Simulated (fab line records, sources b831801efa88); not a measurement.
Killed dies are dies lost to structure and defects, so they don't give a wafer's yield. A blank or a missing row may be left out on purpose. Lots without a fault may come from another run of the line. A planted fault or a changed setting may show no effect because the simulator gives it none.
Which tool did it? | flow gf180mcu | 14 lots, 42 wafers sampled, at 5 steps of a route of 602

WHAT THE GAUGES READ, wafer by wafer
GF_VT_IMPLANT_OVL_MEAS_29.
lot  | measured     | on         | VT_IMPLANT_02_OVL (nm)
L830 | day 7 20:28  | overlay-01 | 0.6 -0.8 0.1
L831 | day 8 06:37  | overlay-01 | -1.2 -1.2 -0.3
L833 | day 8 17:53  | overlay-02 | -2.0 -1.7 -0.6
L835 | day 9 06:07  | overlay-02 | -2.5 -2.7 -2.4
L837 | day 9 15:19  | overlay-02 | -0.3 -2.3 -3.6
L838 | day 10 00:13 | overlay-02 | -0.2 -0.1 0.5
L839 | day 10 03:16 | overlay-01 | -0.6 -1.5 0.3
L842 | day 10 23:31 | overlay-02 | -0.4 -2.2 -1.7
L844 | day 11 13:16 | overlay-02 | 0.2 -1.2 1.6
L845 | day 11 15:43 | overlay-01 | 0.3 0.2 0.8
L847 | day 12 04:40 | overlay-02 | -2.5 -1.3 -1.9
L848 | day 12 10:56 | overlay-01 | -1.8 -1.4 -0.2
L849 | day 12 15:05 | overlay-01 | 1.8 0.9 -0.2
L851 | day 13 02:14 | overlay-01 | -1.2 -0.5 0.8

GF_HV_LDD_CD_MEAS_07: target cd 400 nm.
lot  | measured     | on        | cd_nm (nm)
L830 | day 11 07:04 | cd_sem-02 | 400.9 401.3 402.2
L831 | day 11 16:34 | cd_sem-02 | 405.0 402.6 405.9
L833 | day 12 09:31 | cd_sem-02 | 396.4 398.6 399.1
L835 | day 12 22:52 | cd_sem-02 | 401.1 402.5 401.2
L837 | day 13 08:13 | cd_sem-02 | 401.2 399.9 402.0
L838 | day 13 18:08 | cd_sem-02 | 402.3 398.9 400.5
L839 | day 13 22:25 | cd_sem-02 | 401.8 402.2 404.7
L842 | day 14 23:08 | cd_sem-01 | 400.9 400.5 400.6
L844 | day 15 07:40 | cd_sem-01 | 425.1 424.0 422.9
L845 | day 15 16:00 | cd_sem-01 | 424.5 427.2 426.0
L847 | day 16 07:03 | cd_sem-01 | 414.5 416.0 415.1
L848 | day 16 17:46 | cd_sem-02 | 400.0 399.8 399.3
L849 | day 16 21:40 | cd_sem-01 | 395.1 399.0 395.5
L851 | day 17 05:29 | cd_sem-01 | 400.0 399.5 399.5

GF_HV_LDD_CD_MEAS_19: target cd 400 nm.
lot  | measured     | on        | cd_nm (nm)
L830 | day 12 02:43 | cd_sem-02 | 396.4 398.0 398.5
L831 | day 12 12:01 | cd_sem-02 | 396.4 398.0 397.4
L833 | day 13 06:02 | cd_sem-02 | 400.8 399.8 401.4
L835 | day 13 20:05 | cd_sem-02 | 399.6 400.0 398.1
L837 | day 14 05:47 | cd_sem-02 | 401.3 402.3 400.9
L838 | day 14 15:00 | cd_sem-01 | 404.0 403.2 404.8
L839 | day 14 19:28 | cd_sem-02 | 401.1 403.2 402.2
L842 | day 15 21:41 | cd_sem-02 | 394.3 397.3 393.3
L844 | day 16 06:42 | cd_sem-01 | 399.0 399.3 397.1
L845 | day 16 15:24 | cd_sem-02 | 398.5 396.4 399.7
L847 | day 17 06:33 | cd_sem-02 | 400.2 398.7 400.5
L848 | day 17 18:31 | cd_sem-02 | 397.3 399.1 397.7
L849 | day 17 22:22 | cd_sem-02 | 397.3 401.0 398.1
L851 | day 18 07:01 | cd_sem-02 | 400.6 398.6 399.3

GF_HV_LDD_TW_MEAS_23.
lot  | measured     | on            | HV_LDD_2_TW
L830 | day 12 03:07 | film_metro-04 | 1036 1034 1031
L831 | day 12 12:25 | film_metro-03 | 1039 1036 1038
L833 | day 13 06:28 | film_metro-03 | 1041 1041 1045
L835 | day 13 20:29 | film_metro-02 | 1059 1059 1062
L837 | day 14 06:11 | film_metro-03 | 1046 1044 1046
L838 | day 14 15:25 | film_metro-03 | 1044 1046 1040
L839 | day 14 19:52 | film_metro-03 | 1044 1044 1044
L842 | day 15 22:05 | film_metro-02 | 1062 1069 1065
L844 | day 16 07:07 | film_metro-03 | 1044 1043 1043
L845 | day 16 15:49 | film_metro-02 | 1065 1071 1068
L847 | day 17 06:58 | film_metro-02 | 1066 1063 1063
L848 | day 17 18:53 | film_metro-04 | 1033 1033 1034
L849 | day 17 22:46 | film_metro-02 | 1064 1068 1064
L851 | day 18 07:26 | film_metro-03 | 1050 1045 1051

WHICH TOOL RAN EACH LOT (tool, then ch and the chambers of the sampled wafers, then the start)
lot  | GF_HV_LDD_EXPOSE_04
L830 | iline_stepper-02 ch 0, day 10 21:47
L831 | iline_stepper-01 ch 0, day 11 07:21
L833 | iline_stepper-01 ch 0, day 11 23:22
L835 | iline_stepper-02 ch 0, day 12 12:53
L837 | iline_stepper-01 ch 0, day 12 21:58
L838 | iline_stepper-02 ch 0, day 13 08:02
L839 | iline_stepper-01 ch 0, day 13 12:06
L842 | iline_stepper-01 ch 0, day 14 11:52
L844 | iline_stepper-02 ch 0, day 14 20:22
L845 | iline_stepper-02 ch 0, day 15 04:54
L847 | iline_stepper-02 ch 0, day 15 19:57
L848 | iline_stepper-01 ch 0, day 16 06:09
L849 | iline_stepper-01 ch 0, day 16 09:46
L851 | iline_stepper-01 ch 0, day 16 17:58
- GF_HV_LDD_EXPOSE_04: exposes mask Nplus LV AREA, target cd 400 nm.

WHAT THE TOOLS THEMSELVES READ (means of the sampled wafers that have a number; where no wafer has one, the mark that the record gives instead)
GF_HV_LDD_EXPOSE_04.
lot  | tool             | exposure_dose_mJ_cm2 | focus_offset_nm (nm)
L830 | iline_stepper-02 | 139.89               | -0.2
L831 | iline_stepper-01 | 139.89               | 0.3
L833 | iline_stepper-01 | 139.86               | 0.1
L835 | iline_stepper-02 | 139.95               | 0.2
L837 | iline_stepper-01 | 139.97               | -0.0
L838 | iline_stepper-02 | 139.97               | 0.1
L839 | iline_stepper-01 | 139.82               | -0.2
L842 | iline_stepper-01 | 139.83               | 0.4
L844 | iline_stepper-02 | 152.29               | 0.1
L845 | iline_stepper-02 | 152.10               | 0.0
L847 | iline_stepper-02 | 147.79               | -0.1
L848 | iline_stepper-01 | 139.94               | -0.2
L849 | iline_stepper-01 | 139.76               | -0.2
L851 | iline_stepper-01 | 139.99               | -0.1

THE ANSWER, worked out from the rows above alone
Rule: what is usual is taken from the lots themselves. Put in order of their means at a reading, lots are off if they are a third of the lots or fewer, leave a main group of 4 or more, and stand apart from it by a gap of 3 or more times the standard deviation of the main group's means; of several such gaps the widest counts. A main group whose means are all the same, to the digits that the tables above print for the reading, isn't used. A lot without any number at a reading at which 4 lots or more have one is off too. The other lots that the step has rows for count as sound. The gauges are gone through in route order, then the tools' own readings, and for those a lot's mean is taken as printed above. The first step at which some lot is off is used, and at that step the reading that is off furthest; a lot without a number counts as furthest.
Off: L844, L845, L847, at GF_HV_LDD_CD_MEAS_07 (cd_nm). The main group: mean 400.6 nm, standard deviation 2.1.
A tool fits if, at a process step before that reading, it ran every lot that is off, and no sound lot after the first of them. The gauges at GF_HV_LDD_CD_MEAS_07 aren't tried: what is off there is off at GF_HV_LDD_EXPOSE_04 too, on other tools, and a gauge's error can't cause that. One fits: iline_stepper-02 at GF_HV_LDD_EXPOSE_04. Its last sound lot is L838 (day 13 08:02), its first lot that is off L844 (day 14 20:22): a fault that began between those two fits.
The tool's own readings at GF_HV_LDD_EXPOSE_04 bear it out: on the lots that are off they differ by more than 5 times the standard deviation of the sound lots' means. exposure_dose_mJ_cm2 reads 150.73 there against 139.90 on the sound lots.

WHAT THE SIMULATOR HAD PUT IN
Process parameter drift: iline_stepper-02, from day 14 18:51 on, at GF_HV_LDD_EXPOSE_04. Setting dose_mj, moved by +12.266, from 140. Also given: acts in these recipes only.
Lots struck among those shown: L844, L845, L847. The rule above found the same.
